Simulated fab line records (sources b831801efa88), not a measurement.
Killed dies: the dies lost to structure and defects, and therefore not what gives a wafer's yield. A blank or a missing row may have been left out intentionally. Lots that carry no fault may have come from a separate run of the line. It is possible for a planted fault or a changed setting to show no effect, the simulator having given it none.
Commonality check across tools	flow gf180mcu	Sampled: 12 lots, 36 wafers

REASON IT WAS OPENED
At GF_HV_LDD_THK_MEAS_55 the reading HV_LDD_CVD_54_THK is flagged on 1 of 12 lots. Fault-free wafers read 9.99 nm, with a standard deviation of 0.12.
Rule: a lot is flagged in two cases, either no wafer of it has a number, or all its wafers with numbers fall more than 4 standard deviations from that mean. As for the other lots, they are considered sound.

lot	measured	on	HV_LDD_CVD_54_THK (nm), wafer by wafer	flag
L464	day 12 21:04	film-metro-02	10.05 10.17 10.06	
L465	day 13 13:02	film-metro-02	10.18 10.21 10.06	
L466	day 13 15:19	film-metro-02	10.07 10.12 10.16	
L467	day 13 16:52	film-metro-01	9.77 9.69 9.77	
L469	day 14 14:52	film-metro-02	9.97 9.80 9.96	
L471	day 15 12:26	film-metro-04	10.07 10.06 10.03	
L472	day 15 13:27	film-metro-01	10.02 9.93 9.98	
L473	day 15 19:41	film-metro-02	9.93 9.96 9.90	
L481	day 18 14:32	film-metro-01	12.59 12.49 12.50	FLAGGED
L483	day 19 12:32	film-metro-01	9.90 10.06 9.97	
L484	day 19 15:33	film-metro-02	9.90 10.06 9.91	
L485	day 19 18:13	film-metro-02	10.10 9.92 9.97	
The mean of the flagged lots' numbers is 12.53 nm, +2.54 nm from the usual (+21 standard deviations).

WHICH TOOL RAN EACH LOT
The record holds 1 process step before the reading, out of a route of 602 steps. Cell contents, in order: the tool; ch with the chambers the sampled wafers went through; the start.
lot	flag	GF_HV_LDD_CVD_54
L464		lpcvd-01 ch 1, day 12 20:03
L465		lpcvd-02 ch 1, day 13 12:01
L466		lpcvd-01 ch 1, day 13 13:47
L467		lpcvd-01 ch 1, day 13 15:19
L469		lpcvd-02 ch 0, day 14 13:50
L471		lpcvd-01 ch 1, day 15 11:25
L472		lpcvd-01 ch 0, day 15 12:26
L473		lpcvd-02 ch 0, day 15 18:40
L481	FLAGGED	lpcvd-02 ch 0, day 18 13:01
L483		lpcvd-01 ch 0, day 19 11:31
L484		lpcvd-01 ch 0, day 19 14:30
L485		lpcvd-01 ch 1, day 19 17:10
What the steps here do:
- GF_HV_LDD_CVD_54: deposits SiO2 from TEOS, target thk 10 nm, time 75 s.
- GF_HV_LDD_THK_MEAS_55

FLAGGED OVER TOTAL, TOOL BY TOOL (the gauges that took the reading come last)
step	tool	lots run	flagged	share of the flagged lots	sound lots run after its first flagged lot
GF_HV_LDD_CVD_54	lpcvd-01	8	0	none	-
GF_HV_LDD_CVD_54	lpcvd-02	4	1	all	0
GF_HV_LDD_THK_MEAS_55	film-metro-01	4	1	all	1 (L483)
GF_HV_LDD_THK_MEAS_55	film-metro-02	7	0	none	-
GF_HV_LDD_THK_MEAS_55	film-metro-04	1	0	none	-

WHAT THE TABLE ALLOWS
In 2 table rows, all flagged lots were run: lpcvd-02 (GF_HV_LDD_CVD_54), film-metro-01 (GF_HV_LDD_THK_MEAS_55).
- lpcvd-02 at GF_HV_LDD_CVD_54 ran 4 lots, 1 of them flagged. A fault beginning between L473 (day 15 18:40), its last sound lot, and L481 (day 18 13:01), its first flagged one, fits the data. Its own readings (spike-tc-bottom-C, spike-tc-centre-C, spike-tc-lower-C, spike-tc-upper-C) fall more than 4 standard deviations out on all wafers of the flagged lots.
- film-metro-01 at GF_HV_LDD_THK_MEAS_55 ran 4 lots, 1 of them flagged. Lots that were sound ran on it after the first flagged one (L483); a persistent fault on the entire tool would not allow that.
One tool is left: lpcvd-02 at GF_HV_LDD_CVD_54.

WHAT THE SIMULATOR HAD PUT IN
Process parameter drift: lpcvd-02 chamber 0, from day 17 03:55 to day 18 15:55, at GF_HV_LDD_CVD_54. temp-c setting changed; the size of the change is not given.
Shown lots that were struck: L481. This agrees with what the rule above found.
